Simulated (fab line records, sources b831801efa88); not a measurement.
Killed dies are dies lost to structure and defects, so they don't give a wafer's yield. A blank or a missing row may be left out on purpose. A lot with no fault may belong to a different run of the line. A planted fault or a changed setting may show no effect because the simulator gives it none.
fab line records	flow sfq_line
record lots=6	wafers=18	last_day=94
route steps=325 shown M3@125 I3@133
lots with no fault: from the same line, run without faults
start_h: the number of hours between the record's first day and the start of the first shown wafer of the lot	wait_h: how many hours have passed since the lot's step before this one	" as in the row above	L1.1+2: a single row standing in for several wafers	- value missing, or start not given	* or withheld: withheld	< > ~ a bound
route shown NAME@n: names a module that has steps shown in the file, with the first one's number in the route	usual: average and standard deviation across the fault-free wafers	same: alike in all rows	chamber/n: place in a boat	sites: per-site readings	_std_site: standard deviation across them	_edge_site: mean of outer sites minus mean of inner sites	radius_mm: how far each site lies from the wafer's centre	mask NAME#n: copy n	behind: the tool/chamber that last shaped the wafer	hold: the reason the lot was held/the length of the hold in hours/how it ended	device: the transistor (n, p or np) that didn't switch	end of line: the same wafers' tests at the end of the route	step lacking rows: just its recipe	killed: dies that structure and defects cost at the first sort, which is not the same as the wafer's yield	map: a wafer's dies, x killed, . not, _ none there
set.NAME: the setting that was run; set.NAME@STEP: the one run at that earlier step	model.NAME: the simulator's own value behind a step, which no gauge read
a table for each step, a row for each wafer; lots at some steps of the route
services: the hour from which a tool's chamber was out of use, counted from the record's first day as start_h (under 0 if before that day), plus the number of hours and why
## steps
# step SFQ_TRILAYER_M3_LITHO_EXPOSE_076
# recipe mask_id=M3	na=0.6	source_shape=conventional	sigma_outer=0.65	target_cd_nm=500	dose_mj=14.4
# step SFQ_TRILAYER_M3_LITHO_PEB_078
# recipe peb_temp_c=115	peb_time_s=60	resist=KrF
# step SFQ_TRILAYER_M3_LITHO_DEVELOP_077
# recipe time_s=60	resist=KrF
# step SFQ_M3_OVL_MEAS_921
# usual M3_OVL=-2/6.4
lot.wafer	tool	chamber	start_h	wait_h	M3_OVL[nm]
L290.1	overlay-01	-	599.11	0.1	-6
L290.3	"	-	"	"	-3
L290.4	"	-	"	"	-8
L291.1	overlay-01	-	605.11	0.1	3
L291.2	"	-	"	"	-1
L291.4	"	-	"	"	-1
L303.1	overlay-02	-	791.42	0.1	-12
L303.3	"	-	"	"	-14
L303.5	"	-	"	"	-12
L304.1	overlay-02	-	796.22	0.1	13
L304.5	"	-	"	"	10
L304.6	"	-	"	"	16
L312.2	overlay-02	-	842.69	0.1	-8
L312.3	"	-	"	"	-7
L312.4	"	-	"	"	-6
L313.2	overlay-02	-	864.29	0.1	2
L313.3	"	-	"	"	-2
L313.6	"	-	"	"	0
# step SFQ_TRILAYER_M3_BARC_OPEN_METAL_ETCH_100
# recipe mask_material=PR	chemistry=O2	target_depth_nm=125	target=BARC	icp_w=600	bias_w=80	pressure_mtorr=10	time_s=41.7
# usual drypump_motor_current_A=5.9/0.66	oes_product_au=0.685/0.0046
lot.wafer	tool	chamber	start_h	wait_h	drypump_motor_current_A	oes_product_au	rf_hours_counter_h
L290.1	rie_metal-01	0	599.15	0.0	6.6	0.683	133
L290.3	"	1	"	"	6.2	0.695	-
L290.4	"	0	"	"	6.6	0.677	-
L291.1	rie_metal-01	0	605.15	0.0	6.5	0.687	134
L291.2	"	1	"	"	6.2	0.676	141
L291.4	"	1	"	"	6.2	0.693	-
L303.1	rie_metal-01	1	791.45	0.0	6.2	0.682	7
L303.3	"	1	"	"	6.2	0.690	-
L303.5	"	1	"	"	6.2	0.691	-
L304.1	rie_metal-02	1	796.25	0.0	5.3	0.689	159
L304.5	"	0	"	"	4.6	0.694	-
L304.6	"	1	"	"	5.3	0.681	-
L312.2	rie_metal-02	1	842.72	0.0	5.3	0.690	165
L312.3	"	1	"	"	5.2	0.683	-
L312.4	"	0	"	"	4.6	0.674	-
L313.2	rie_metal-04	0	864.32	0.0	5.6	0.678	147
L313.3	"	1	"	"	6.6	0.689	-
L313.6	"	1	"	"	6.6	0.683	-
# step SFQ_TRILAYER_M3_ETCH_METAL_ETCH_078
# recipe target=Nb	stop_on=SiO2	mask_material=PR	chemistry=Cl2/Ar	target_depth_nm=240	icp_w=600	bias_w=80	pressure_mtorr=10	time_s=120
# usual drypump_motor_current_A=5.9/0.66	oes_product_au=0.895/0.0073
lot.wafer	tool	chamber	start_h	wait_h	drypump_motor_current_A	oes_product_au	rf_hours_counter_h
L290.1	rie_metal-01	0	599.21	0.0	6.5	0.890	133
L290.3	"	1	"	"	6.2	0.910	-
L290.4	"	0	"	"	6.5	0.904	-
L291.1	rie_metal-01	0	605.21	0.0	6.5	0.902	135
L291.2	"	1	"	"	6.2	0.906	141
L291.4	"	1	"	"	6.2	0.891	-
L303.1	rie_metal-01	1	791.57	0.1	6.2	0.891	7
L303.3	"	1	"	"	6.2	0.900	-
L303.5	"	1	"	"	6.2	0.879	-
L304.1	rie_metal-02	1	796.31	0.0	5.2	0.883	159
L304.5	"	0	"	"	4.6	0.895	-
L304.6	"	1	"	"	5.2	0.889	-
L312.2	rie_metal-02	1	842.78	0.0	5.3	0.895	165
L312.3	"	1	"	"	5.3	0.891	-
L312.4	"	0	"	"	4.6	0.889	-
L313.2	rie_metal-04	0	864.38	0.0	5.6	0.900	147
L313.3	"	1	"	"	6.6	0.902	-
L313.6	"	1	"	"	6.6	0.896	-
# step SFQ_TRILAYER_M3_STRIP_STRIP_079
# recipe gas=O2	power_w=200	platen_temp_c=40	overash_fraction=0.65	chemistry=O2	pressure_mtorr=50
# usual drypump_motor_current_A=5.9/0.66	oes_product_au=0.997/0.0098
lot.wafer	tool	chamber	start_h	wait_h	drypump_motor_current_A	oes_product_au	rf_hours_counter_h
L290.1	rie_metal-01	0	599.33	0.1	6.6	1.000	133
L290.3	"	1	"	"	6.2	0.995	-
L290.4	"	0	"	"	6.6	1.005	-
L291.1	rie_metal-01	0	605.33	0.1	6.5	0.990	135
L291.2	"	1	"	"	6.2	0.997	141
L291.4	"	1	"	"	6.2	0.997	-
L303.1	rie_metal-01	1	791.82	0.2	6.2	0.987	7
L303.3	"	1	"	"	6.2	0.989	-
L303.5	"	1	"	"	6.2	0.985	-
L304.1	rie_metal-02	1	796.44	0.1	5.2	0.994	159
L304.5	"	0	"	"	4.6	0.991	-
L304.6	"	1	"	"	5.2	0.995	-
L312.2	rie_metal-02	1	842.91	0.1	5.2	1.006	165
L312.3	"	1	"	"	5.3	1.004	-
L312.4	"	0	"	"	4.6	0.999	-
L313.2	rie_metal-04	0	864.51	0.1	5.6	1.020	147
L313.3	"	1	"	"	6.6	1.003	-
L313.6	"	1	"	"	6.6	0.997	-
# step SFQ_TRILAYER_M3_STRIP_SOLV_CLEAN_080
# recipe chemistry=NMP	temp_c=70	time_s=600
# step SFQ_TRILAYER_I3_DEP_PECVD_081
# recipe material=SiO2	temp_c=150	time_s=111.11	pressure_torr=2.4	rf_w=183.3	precursor=SiH4/N2O	target_thk_nm=500
# usual heater_power_w=72/13	susceptor_temp_C=149.99/0.14	throttle_valve_pct=24.8/1.4
lot.wafer	tool	chamber	start_h	wait_h	heater_power_w	susceptor_temp_C	throttle_valve_pct
L290.1	pecvd-04	0	600.11	0.0	96	150.04	24.5
L290.3	"	2	"	"	66	149.96	24.5
L290.4	"	0	"	"	97	150.16	24.3
L291.1	pecvd-02	1	606.11	0.0	82	150.11	26.1
L291.2	"	0	"	"	72	150.09	23.8
L291.4	"	2	"	"	60	149.90	23.9
L303.1	pecvd-04	0	793.20	0.0	89	149.88	24.5
L303.3	"	2	"	"	60	149.98	25.3
L303.5	"	1	"	"	70	150.11	26.7
L304.1	pecvd-02	0	797.21	0.0	77	150.21	24.2
L304.5	"	2	"	"	62	150.05	24.5
L304.6	"	0	"	"	80	149.96	24.0
L312.2	pecvd-02	2	843.70	0.0	55	149.74	24.5
L312.3	"	0	"	"	79	149.88	24.0
L312.4	"	2	"	"	57	149.96	24.5
L313.2	pecvd-02	2	865.28	0.0	54	150.03	24.6
L313.3	"	0	"	"	69	149.88	24.3
L313.6	"	0	"	"	73	149.86	24.2
# step SFQ_TRILAYER_I3_CMP_CMP_082
# recipe material=SiO2	down_force_psi=3	platen_rpm=60	pad_velocity_m_s=0.94248
# step SFQ_I3_BOW_MEAS_922
# recipe mode=bow
# usual I3_BOW=1/9.5
lot.wafer	tool	chamber	start_h	wait_h	I3_BOW[um]
L290.1	film_metro-03	-	609.62	1.5	8
L290.3	"	-	"	"	6
L290.4	"	-	"	"	3
L291.1	film_metro-03	-	615.62	2.5	-4
L291.2	"	-	"	"	8
L291.4	"	-	"	"	-5
L303.1	film_metro-03	-	808.17	1.5	1
L303.3	"	-	"	"	3
L303.5	"	-	"	"	1
L304.1	film_metro-01	-	808.80	1.5	4
L304.5	"	-	"	"	10
L304.6	"	-	"	"	12
L312.2	film_metro-01	-	849.18	1.0	1
L312.3	"	-	"	"	1
L312.4	"	-	"	"	-5
L313.2	film_metro-01	-	868.38	2.0	29
L313.3	"	-	"	"	20
L313.6	"	-	"	"	8
# step SFQ_TRILAYER_I3_METRO_MEASURE_083
# step SFQ_TRILAYER_I3_VIA_LITHO_COAT_090
# recipe resist=BARC	spin_rpm=3000	resist_thk_nm=62
# usual spin_speed_rpm=2999.9/1.9
lot.wafer	tool	chamber	start_h	wait_h	spin_speed_rpm	model.BARC_of_TRILAYER_I3_VIA_LITHO_COAT_090.thk_nm
L290.1	litho_track-01	0	610.94	1.0	3000.1	61.91
L290.3	"	0	"	"	3001.6	62.02
L290.4	"	0	"	"	3001.8	61.69
L291.1	litho_track-04	0	616.94	1.0	3000.1	62.13
L291.2	"	0	"	"	2997.1	62.18
L291.4	"	0	"	"	3000.9	62.09
L303.1	litho_track-01	0	809.49	1.0	3003.5	64.22
L303.3	"	0	"	"	3001.2	64.04
L303.5	"	0	"	"	3004.9	64.13
L304.1	litho_track-01	0	810.24	1.1	2997.9	64.26
L304.5	"	0	"	"	2998.0	64.27
L304.6	"	0	"	"	2998.3	64.23
L312.2	litho_track-03	0	850.53	0.8	2999.7	61.89
L312.3	"	0	"	"	3000.8	62.05
L312.4	"	0	"	"	2999.8	61.93
L313.2	litho_track-04	0	869.73	0.8	2997.9	61.87
L313.3	"	0	"	"	3001.2	61.8
L313.6	"	0	"	"	3001.9	61.9
# step SFQ_TRILAYER_I3_VIA_LITHO_COAT_085
# recipe resist=KrF	spin_rpm=3000	resist_thk_nm=650
# step SFQ_TRILAYER_I3_VIA_LITHO_SOFTBAKE_089
# recipe temp_c=withheld	time_s=withheld	resist=KrF
# step SFQ_TRILAYER_I3_VIA_LITHO_EXPOSE_086
# recipe mask_id=I3	na=0.6	source_shape=conventional	sigma_outer=0.65	target_cd_nm=500	dose_mj=21.3
# step SFQ_TRILAYER_I3_VIA_LITHO_PEB_088
# recipe peb_temp_c=115	peb_time_s=60	resist=KrF
# step SFQ_TRILAYER_I3_VIA_LITHO_DEVELOP_087
# recipe time_s=60	resist=KrF
# step SFQ_I3_OVL_MEAS_923
# usual I3_OVL=0/6.4
lot.wafer	tool	chamber	start_h	wait_h	I3_OVL[nm]
L290.1	overlay-02	-	753.05	0.1	1
L290.3	"	-	"	"	5
L290.4	"	-	"	"	-10
L291.1	overlay-02	-	759.05	0.1	3
L291.2	"	-	"	"	1
L291.4	"	-	"	"	-3
L303.1	overlay-01	-	963.41	0.1	6
L303.3	"	-	"	"	7
L303.5	"	-	"	"	6
L304.1	overlay-01	-	964.61	0.1	3
L304.5	"	-	"	"	2
L304.6	"	-	"	"	-1
L312.2	overlay-01	-	1012.21	0.1	-1
L312.3	"	-	"	"	2
L312.4	"	-	"	"	-3
L313.2	overlay-01	-	1029.01	0.1	-4
L313.3	"	-	"	"	-10
L313.6	"	-	"	"	-4
# step SFQ_TRILAYER_I3_VIA_BARC_OPEN_VIA_ETCH_121
# recipe mask_material=PR	chemistry=O2	target_depth_nm=125	target=BARC	source_w=500	bias_w=80	pressure_mtorr=30	time_s=41.7
# usual drypump_motor_current_A=5.6/0.37	oes_product_au=0.685/0.0048
lot.wafer	tool	chamber	start_h	wait_h	drypump_motor_current_A	oes_product_au	rf_hours_counter_h	model.etch.depth_nm
L290.1	rie_diel-03	2	753.09	0.0	5.7	0.683	15	61.91
L290.3	"	0	"	"	5.9	0.684	14	62.02
L290.4	"	1	"	"	5.8	0.688	2	61.69
L291.1	rie_diel-04	0	759.09	0.0	5.0	0.686	2	62.13
L291.2	"	1	"	"	5.1	0.687	26	62.18
L291.4	"	2	"	"	6.0	0.692	0	62.09
L303.1	rie_diel-01	3	963.45	0.0	5.9	0.695	21	64.22
L303.3	"	1	"	"	6.1	0.697	1	64.04
L303.5	"	3	"	"	5.9	0.697	-	64.13
L304.1	rie_diel-04	2	964.65	0.0	6.0	0.692	4	64.26
L304.5	"	0	"	"	5.0	0.700	-	64.27
L304.6	"	3	"	"	5.6	0.694	-	64.23
L312.2	rie_diel-01	3	1012.24	0.0	5.9	0.685	1	61.89
L312.3	"	0	"	"	5.2	0.685	15	62.05
L312.4	"	1	"	"	6.1	0.677	3	61.93
L313.2	rie_diel-04	1	1029.04	0.0	5.2	0.686	1	61.87
L313.3	"	2	"	"	6.0	0.687	4	61.8
L313.6	"	2	"	"	6.0	0.683	-	61.9
# step SFQ_TRILAYER_I3_VIA_ETCH_VIA_ETCH_088
# recipe target=SiO2	stop_on=Nb	mask_material=PR	taper_deg=20	chemistry=CHF3	target_depth_nm=260	source_w=500	bias_w=80	pressure_mtorr=30	time_s=withheld
# usual drypump_motor_current_A=5.6/0.38	oes_product_au=0.856/0.0058
lot.wafer	tool	chamber	start_h	wait_h	drypump_motor_current_A	oes_product_au
L290.1	rie_diel-03	2	753.13	0.0	5.6	0.851
L290.3	"	0	"	"	5.9	0.851
L290.4	"	1	"	"	5.8	0.847
L291.1	rie_diel-04	0	759.13	0.0	5.0	0.866
L291.2	"	1	"	"	5.2	0.851
L291.4	"	2	"	"	6.0	0.853
L303.1	rie_diel-01	3	963.49	0.0	5.9	0.852
L303.3	"	1	"	"	6.1	0.852
L303.5	"	3	"	"	5.9	0.852
L304.1	rie_diel-04	2	964.69	0.0	6.0	0.857
L304.5	"	0	"	"	5.0	0.856
L304.6	"	3	"	"	5.6	0.844
L312.2	rie_diel-01	3	1012.28	0.0	5.9	0.853
L312.3	"	0	"	"	5.2	0.849
L312.4	"	1	"	"	6.1	0.858
L313.2	rie_diel-04	1	1029.08	0.0	5.1	0.854
L313.3	"	2	"	"	6.0	0.852
L313.6	"	2	"	"	6.0	0.852
## services
tool	chamber	start_h	hours	kind
rie_metal-04	1	587.62	3.4	repair
rie_diel-04	0	610.47	5.3	repair
rie_diel-01	0	687.54	2.8	repair
rie_diel-04	1	702.71	10.5	repair
rie_diel-04	2	707.30	15.3	repair
rie_diel-01	0	720.22	19.6	repair
rie_metal-02	0	732.77	3.9	repair
rie_metal-01	0	763.11	11.3	repair
rie_metal-04	-	769.99	0.4	repair
rie_diel-01	2	801.39	4.4	repair
rie_metal-01	-	821.76	0.6	repair
rie_metal-02	-	826.05	9.1	repair
rie_diel-01	-	873.26	2.8	pm
rie_metal-04	-	883.18	0.6	repair
rie_diel-01	-	898.48	0.6	repair
rie_metal-02	-	925.10	0.3	repair
rie_diel-01	-	936.42	0.7	repair
pecvd-02	1	942.50	5.5	repair
rie_metal-04	1	958.72	2.3	repair
rie_metal-02	-	959.84	2.8	pm
rie_diel-04	-	977.97	14.6	pm
rie_diel-04	2	996.72	6.2	repair
pecvd-02	-	1019.66	4.3	pm
rie_diel-01	-	1024.21	0.5	repair
## key
first_sign none at tools or gauges
model_effect step=SFQ_TRILAYER_I3_VIA_LITHO_COAT_090	value=BARC_of_TRILAYER_I3_VIA_LITHO_COAT_090.thk_nm	without=61.95	struck=64.19
model_effect step=SFQ_TRILAYER_I3_VIA_BARC_OPEN_VIA_ETCH_121	value=etch.depth_nm	without=61.95	struck=64.19
met_at SFQ_TRILAYER_I3_VIA_LITHO_COAT_090
struck_wafers L303.1,L303.3,L303.5,L304.1,L304.5,L304.6
onset_between 610.94 809.49
fault kind=process_parameter_drift	tool=litho_track-01	chamber=-	onset_h=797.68	steps=SFQ_TRILAYER_I3_VIA_LITHO_COAT_090	channel=resist_thk_nm	offset=2.2383	shape=step	end_h=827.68	acts_in=these_recipes_only	stated=62
